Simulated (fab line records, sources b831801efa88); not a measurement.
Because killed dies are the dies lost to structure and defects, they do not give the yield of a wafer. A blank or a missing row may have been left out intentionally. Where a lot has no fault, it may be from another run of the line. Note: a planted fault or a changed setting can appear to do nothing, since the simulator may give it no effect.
Split-lot study    flow sfq_line    5 lots, 23 wafers read, on a route of 325 steps

ON THE SPLIT
At SFQ_TRILAYER_M0_LITHO_COAT_026 (resist thk 62 nm), the setting spin_rpm was moved away from the recipe's 3000 rpm on 9 of the 23 wafers read, by -2.5% to +4.9%. The other wafers ran this setting at the recipe's value.

Reading taken at the split's own step.

THE READING
BARC_of_TRILAYER_M0_LITHO_COAT_026.thk_nm (the simulator's own value, which no gauge read), in nm, at SFQ_TRILAYER_M0_LITHO_COAT_026 (resist thk 62 nm). The file does not state a usual value for it. Here, 14 wafers ran the recipe; their average is 61.99 nm with a standard deviation of 0.24 nm.

wafer   tool, chamber at the split  spin_rpm as run, rpm  against the recipe  BARC_of_TRILAYER_M0_LITHO_COAT_026.thk_nm, nm  against lot-mates on the recipe
L077.1  litho_track-01, 0           3000                  recipe              61.8                                           -
L077.2  litho_track-01, 0           3000                  recipe              61.69                                          -
L077.4  litho_track-01, 0           2925                  -2.5%               62.61                                          +0.76
L077.6  litho_track-01, 0           2925                  -2.5%               62.61                                          +0.76
L077.5  litho_track-01, 0           3000                  recipe              62.05                                          -
L079.1  litho_track-01, 0           3000                  recipe              61.85                                          -
L079.3  litho_track-01, 0           3000                  recipe              61.85                                          -
L079.2  litho_track-01, 0           3059                  +2.0%               61.1                                           -0.77
L079.4  litho_track-01, 0           3059                  +2.0%               61.18                                          -0.69
L079.6  litho_track-01, 0           3000                  recipe              61.9                                           -
L080.1  litho_track-02, 0           3000                  recipe              62.22                                          -
L080.2  litho_track-02, 0           3098                  +3.3%               61.19                                          -1.20
L080.3  litho_track-02, 0           3098                  +3.3%               61.23                                          -1.16
L080.4  litho_track-02, 0           3000                  recipe              62.55                                          -
L080.5  litho_track-02, 0           3098                  +3.3%               61.3                                           -1.09
L081.1  litho_track-03, 0           3000                  recipe              62.22                                          -
L081.4  litho_track-03, 0           3000                  recipe              62.17                                          -
L081.5  litho_track-03, 0           3000                  recipe              62.11                                          -
L085.2  litho_track-02, 0           3000                  recipe              61.79                                          -
L085.3  litho_track-02, 0           3147                  +4.9%               60.31                                          -1.50
L085.4  litho_track-02, 0           3147                  +4.9%               60.42                                          -1.39
L085.5  litho_track-02, 0           3000                  recipe              61.66                                          -
L085.6  litho_track-02, 0           3000                  recipe              61.99                                          -

FIT RESULTS
A straight line over all 23 wafers: BARC_of_TRILAYER_M0_LITHO_COAT_026.thk_nm changes by -0.292 nm for each +1% of spin_rpm; r = -0.93; the points scatter about the line by 0.24 nm.
The same after taking each lot's own level away (the mean of its wafers on the recipe; 23 wafers): -0.317 nm for each +1%; r = -0.98; scatter 0.11 nm.
On that fit, the largest move of spin_rpm shifts the reading by 1.6 nm.
Across the lots, their own levels run from 61.813 to 62.385 nm, a range of 2.4 times the standard deviation given above.
The two slopes agree, so the slope changes little with the lot-to-lot level.
Check: for one of the wafers moved furthest among these (+4.9%), held out of the fit, the line's prediction against its lot-mates is -1.59 nm. Against them it came out at -1.5 nm.

THE OTHER SPLITS THESE WAFERS WENT THROUGH
These wafers also went through other splits before the reading. Each is held against what the fit with the lots' levels taken away leaves over:
other split on the same wafers                  wafers away from the commonest value  r with BARC_of_TRILAYER_M0_LITHO_COAT_026.thk_nm (lot level and that fit taken away)
SFQ_TRILAYER_INCOMING_OXIDATION_002 ox_time_s   18                                    -0.08
SFQ_TRILAYER_L0_DEP_SPUTTER_003 time_s          5                                     +0.00
SFQ_TRILAYER_L0_BARC_OPEN_METAL_ETCH_010 icp_w  10                                    +0.22

THE FILE'S OWN FIT
BARC_of_TRILAYER_M0_LITHO_COAT_026.thk_nm changes by -0.317 nm for each +1% of spin_rpm, r = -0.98.
